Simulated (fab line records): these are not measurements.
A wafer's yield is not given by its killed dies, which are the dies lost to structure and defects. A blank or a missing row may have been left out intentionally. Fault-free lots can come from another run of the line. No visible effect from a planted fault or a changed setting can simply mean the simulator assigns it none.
fab line records    flow sky130
record lots=14  wafers=42  last-day=50
route steps=708 shown VT_ADJUST_HVTR@140
lots untouched by any fault: they come from a run of this same line in which no faults occurred
start-h: hours from the record's opening day to when the first of the lot's shown wafers began    wait-h: time in hours since the lot's previous step    " identical to the entry in the row above    L1.1+2: one row covering several wafers at once    - no value, or no start was given    * or withheld: withheld    < > ~ a bound
route shown NAME@n: names a module that has steps shown in the file, with the first one's number in the route    usual: the fault-free wafers' mean and standard deviation    same: alike in all rows    chamber/n: place in a boat    sites: per-site readings    _std_site: how widely they spread, as a standard deviation    _edge_site: outer sites' mean less inner sites'    radius-mm: for every site, how far away it sits from the centre of the wafer    mask NAME#n: copy n    behind: the most recent tool/chamber to have shaped the wafer    hold: why the lot went on hold/how many hours it stayed there/how the hold came to an end    device: the transistor (n, p or np) that didn't switch    end of line: at the end of the route, the tests of the same wafers    a step with no rows: only its recipe    killed: dies lost to structure and defects at the first sort, not the wafer's yield    map: shows each die of a wafer: x if killed, . if not, _ if none is there
set.NAME: the run value of the setting; set.NAME@STEP: its run value at that earlier step    model.NAME: the simulator's own value behind a step, which no gauge read
steps of the route over a sample of lots; a table a step, a row a wafer
services: a tool's chamber out of use, with start hour (start-h, from the record's first day; less than 0 if before it), hours out, and reason
## steps
# step SKY_VT_ADJUST_HVTR_IMPLANT_09
# recipe species=B  energy-kev=10  dose-cm2=2.068e+12  tilt-deg=withheld
# usual beam-on-s=10.00/0.2  end-station-pressure-torr=5.02e-06/2.6e-07  faraday-current-uA=11.66/0.23
lot.wafer  tool          chamber  start-h  wait-h  beam-on-s  end-station-pressure-torr  faraday-current-uA
L571.1     implanter-01  0        200.78   0.0     10.12      5.39e-06                   11.48
L571.2     "             0        "        "       9.69       5.02e-06                   12.14
L571.6     "             0        "        "       9.88       4.64e-06                   11.82
L572.2     implanter-01  0        206.61   0.0     9.75       4.61e-06                   11.97
L572.3     "             0        "        "       10.55      4.96e-06                   11.07
L572.6     "             0        "        "       10.07      4.9e-06                    11.60
L573.1     implanter-03  0        215.03   0.0     9.75       5.23e-06                   11.94
L573.5     "             0        "        "       10.02      4.41e-06                   11.63
L573.6     "             0        "        "       9.60       5.6e-06                    12.09
L574.1     implanter-01  0        222.73   0.0     9.97       4.9e-06                    11.74
L574.3     "             0        "        "       9.70       5.09e-06                   12.01
L574.5     "             0        "        "       9.96       4.68e-06                   11.67
L575.1     implanter-03  0        227.38   0.0     9.90       5e-06                      11.80
L575.5     "             0        "        "       9.85       5.05e-06                   11.82
L575.6     "             0        "        "       10.45      5.09e-06                   11.16
L576.2     implanter-02  0        236.56   0.0     9.70       4.94e-06                   12.05
L576.4     "             0        "        "       10.23      5.37e-06                   11.37
L576.6     "             0        "        "       9.39       4.85e-06                   12.36
L577.1     implanter-02  0        243.66   0.0     10.12      4.99e-06                   11.48
L577.2     "             0        "        "       9.95       4.68e-06                   11.76
L577.4     "             0        "        "       10.01      4.85e-06                   11.70
L578.4     implanter-02  0        245.63   0.1     10.02      5.45e-06                   11.62
L578.5     "             0        "        "       9.96       5.3e-06                    11.72
L578.6     "             0        "        "       10.10      5.25e-06                   11.53
L579.1     implanter-01  0        254.88   0.0     9.95       5.01e-06                   11.73
L579.2     "             0        "        "       9.97       5e-06                      11.70
L579.3     "             0        "        "       10.08      5.5e-06                    11.57
L585.2     implanter-02  0        300.41   0.0     12.24      0.00010626                 9.61
L585.3     "             0        "        "       12.50      0.00010965                 9.40
L585.6     "             0        "        "       12.42      0.00010775                 9.50
L586.1     implanter-02  0        313.31   0.0     12.26      0.00010821                 9.62
L586.3     "             0        "        "       12.13      0.0001113                  9.71
L586.5     "             0        "        "       12.43      0.00010928                 9.49
L589.2     implanter-01  0        333.76   0.0     10.20      4.99e-06                   11.42
L589.3     "             0        "        "       10.39      4.61e-06                   11.18
L589.5     "             0        "        "       10.21      5.14e-06                   11.42
L590.1     implanter-03  0        335.95   0.0     10.23      5.27e-06                   11.34
L590.2     "             0        "        "       10.06      5.28e-06                   11.63
L590.4     "             0        "        "       10.18      4.94e-06                   11.38
L592.3     implanter-01  0        361.80   0.1     9.81       5.12e-06                   11.81
L592.4     "             0        "        "       9.89       5.08e-06                   11.77
L592.6     "             0        "        "       10.31      4.68e-06                   11.22
# step SKY_VT_ADJUST_HVTR_TW_MEAS_11
# usual VT_ADJUST_HVTR_TW=210.1/2.8
lot.wafer  tool           chamber  start-h  wait-h  VT_ADJUST_HVTR_TW
L571.1     film-metro-03  -        201.03   0.1     211.3
L571.2     "              -        "        "       211.0
L571.6     "              -        "        "       211.4
L572.2     film-metro-01  -        206.84   0.1     205.8
L572.3     "              -        "        "       204.0
L572.6     "              -        "        "       206.1
L573.1     film-metro-04  -        215.28   0.1     210.9
L573.5     "              -        "        "       210.9
L573.6     "              -        "        "       211.6
L574.1     film-metro-01  -        222.98   0.1     206.0
L574.3     "              -        "        "       204.9
L574.5     "              -        "        "       205.0
L575.1     film-metro-04  -        227.62   0.1     211.5
L575.5     "              -        "        "       212.0
L575.6     "              -        "        "       212.2
L576.2     film-metro-04  -        236.79   0.1     212.8
L576.4     "              -        "        "       212.6
L576.6     "              -        "        "       213.0
L577.1     film-metro-01  -        243.91   0.1     206.6
L577.2     "              -        "        "       207.0
L577.4     "              -        "        "       207.9
L578.4     film-metro-03  -        245.84   0.1     211.2
L578.5     "              -        "        "       212.0
L578.6     "              -        "        "       212.3
L579.1     film-metro-03  -        255.13   0.1     210.9
L579.2     "              -        "        "       211.3
L579.3     "              -        "        "       212.6
L585.2     film-metro-01  -        300.64   0.1     221.4
L585.3     "              -        "        "       220.2
L585.6     "              -        "        "       221.0
L586.1     film-metro-04  -        313.56   0.1     225.6
L586.3     "              -        "        "       226.2
L586.5     "              -        "        "       225.7
L589.2     film-metro-01  -        333.99   0.1     208.1
L589.3     "              -        "        "       207.9
L589.5     "              -        "        "       207.3
L590.1     film-metro-03  -        336.20   0.1     211.0
L590.2     "              -        "        "       210.3
L590.4     "              -        "        "       210.0
L592.3     film-metro-01  -        362.02   0.1     209.7
L592.4     "              -        "        "       210.5
L592.6     "              -        "        "       210.4
## services
tool          chamber  start-h  hours  kind
implanter-03  -        221.33   2.1    repair
implanter-01  -        324.82   3.4    pm
## key
first-sign step=SKY_VT_ADJUST_HVTR_IMPLANT_09  reading=end-station-pressure-torr  direction=up  sigmas=99+  usual=5.02e-06  struck=0.00010874
effect step=SKY_VT_ADJUST_HVTR_IMPLANT_09  reading=beam-on-s  direction=up  sigmas=12  usual=10.00  struck=12.33
effect step=SKY_VT_ADJUST_HVTR_TW_MEAS_11  reading=VT_ADJUST_HVTR_TW  direction=up  sigmas=4.8  usual=210.1  struck=223.4
met-at SKY_VT_ADJUST_HVTR_IMPLANT_09
struck-lots L585,L586
tester-left-out L585,L586
onset-between 245.63 300.41
fault kind=process-parameter-drift  tool=implanter-02  chamber=-  onset-h=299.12  steps=SKY_VT_ADJUST_HVTR_IMPLANT_09  channel=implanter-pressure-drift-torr  offset=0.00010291  shape=step  end-h=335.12
fault kind=process-parameter-drift  tool=implanter-02  chamber=-  onset-h=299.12  steps=SKY_VT_ADJUST_HVTR_IMPLANT_09  channel=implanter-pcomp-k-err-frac  offset=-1  shape=step  end-h=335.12
# tester-left-out: of these lots the tester's yield and bins aren't shown, on N5 and GAA mostly nor the transistor test; their killed dies are dies lost to structure and defects alone, not to doping, threshold or leakage, so they don't give the yield
